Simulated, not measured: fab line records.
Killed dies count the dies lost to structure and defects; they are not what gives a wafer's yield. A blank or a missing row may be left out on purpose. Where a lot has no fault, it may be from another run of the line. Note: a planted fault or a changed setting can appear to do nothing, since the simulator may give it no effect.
Which tool was responsible? + flow sky130 + at 1 step of a route of 708, 7 lots with 21 wafers sampled

WHAT THE GAUGES READ, wafer by wafer
SKY_SONOS_TUNNEL_OVL_MEAS_08.
| lot  | measured     | on         | SONOS_TUNNEL_OVL (nm) |
|------|--------------|------------|-----------------------|
| L238 | day 11 18:11 | overlay-01 | -0.6 -1.3 0.2         |
| L242 | day 13 15:10 | overlay-02 | 2.8 2.9 0.8           |
| L244 | day 14 04:09 | overlay-01 | 1.4 1.7 1.6           |
| L250 | day 15 22:48 | overlay-01 | -0.7 -0.2 -1.3        |
| L252 | day 16 15:23 | overlay-01 | 1.3 2.8 -0.2          |
| L254 | day 17 08:26 | overlay-02 | -1.7 -2.4 -0.9        |
| L258 | day 18 16:46 | overlay-02 | 0.2 0.1 -0.1          |

WHICH TOOL RAN EACH LOT (tool, then ch and the chambers of the sampled wafers, then the start)
Before these readings, the record contains no process step.

THE ANSWER, worked out from the rows above alone
Rule: the lots themselves supply what counts as usual. The widest of any qualifying gaps counts: lots, ordered by their means at a reading, are off when they make up no more than a third of the lots, leave a main group of 4 or more, and stand apart from it by 3 or more times the standard deviation of that group's means. A main group is skipped when, at the precision printed for the reading in the tables above, its means are all equal. Also off: a lot with no number at a reading for which 4 or more lots have one. Where the step has rows for the other lots, those lots are counted as sound.
No lot is off on any of the readings shown, so nothing can be concluded from this.

WHAT HAD BEEN PUT IN BY THE SIMULATOR
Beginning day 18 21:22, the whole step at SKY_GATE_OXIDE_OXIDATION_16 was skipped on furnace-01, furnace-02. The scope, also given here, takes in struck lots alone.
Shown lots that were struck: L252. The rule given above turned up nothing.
